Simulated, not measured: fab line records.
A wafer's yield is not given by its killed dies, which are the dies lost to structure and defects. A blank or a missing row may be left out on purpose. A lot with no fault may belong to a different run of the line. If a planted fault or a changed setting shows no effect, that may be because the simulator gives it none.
Matching of chambers    flow gf180mcu    GF_V4_CMP_04 on cmp-02 has 4 sister chambers
The step polishes SiO2. 33 wafers are shown with their chamber, then 12 later ones without.

WAFERS PAIRED WITH THEIR CHAMBERS
wafer   chamber  motorCurrentA (A)  timeToEndpointS (s)
L074.1  1        9.7                67
L074.2  3        9.6                72
L074.6  3        10.1               81
L075.2  0        10.8               72
L075.4  2        12.9               84
L075.5  0        11.2               80
L078.1  1        9.8                66
L078.2  0        10.1               77
L078.6  1        9.9                74
L079.1  2        11.9               72
L079.3  1        10.5               71
L079.4  0        11.0               78
L080.1  1        10.0               69
L080.3  0        10.3               77
L080.4  3        9.9                84
L081.2  2        12.3               77
L081.4  1        9.4                76
L081.5  3        10.1               86
L085.1  3        10.1               87
L085.2  0        10.8               82
L085.3  1        9.8                76
L086.3  0        11.1               80
L086.4  2        12.1               82
L086.5  0        10.6               85
L087.4  0        10.9               79
L087.5  3        10.1               86
L087.6  2        11.7               78
L088.4  3        10.0               82
L088.5  2        11.5               78
L088.6  3        10.1               86
L091.4  2        12.7               78
L091.5  0        10.6               77
L091.6  3        9.9                82

SIGNATURES (averages over the wafers above)
reading          chamber 0  chamber 1  chamber 2  chamber 3  scatter within a chamber
motorCurrentA    10.740     9.871      12.157     9.989      0.351
timeToEndpointS  78.70      71.29      78.43      82.89      4.03
Rule: a wafer lies at a distance from a chamber equal to the root of the sum of squares, over the readings, of (its reading less the chamber's mean, divided by the reading's scatter). If the next closest chamber is less than 2 further off than the closest, the wafer can't be placed; otherwise it belongs to the closest. The scatter: the root of (the sum of the squares of (reading less its chamber's mean) over the shown wafers, divided by (wafers less chambers)).

WAFERS MISSING THEIR CHAMBER
wafer   motorCurrentA (A)  timeToEndpointS (s)
L092.2  9.7                73
L092.3  9.7                86
L092.4  11.3               84
L094.1  11.1               80
L094.4  9.3                78
L094.5  12.1               84
L095.1  10.4               75
L095.4  12.0               82
L095.5  10.4               91
L096.2  9.3                74
L096.4  10.1               90
L096.5  9.7                80

EACH ONE'S CHAMBER
wafer   from the rows above           in truth
L092.2  can't be placed: 1 or 3       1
L092.3  3                             3
L092.4  can't be placed: 0 or 2 or 3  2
L094.1  can't be placed: 0 or 2       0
L094.4  can't be placed: 3 or 1 or 0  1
L094.5  2                             2
L095.1  can't be placed: 0 or 1 or 3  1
L095.4  2                             2
L095.5  can't be placed: 3 or 0       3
L096.2  can't be placed: 1 or 3       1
L096.4  can't be placed: 3 or 0       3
L096.5  can't be placed: 3 or 1 or 0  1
Placed correctly: 3 of 12. These rows do not allow placing 9 (true chamber among the candidates in 9). Number placed wrongly: 0.
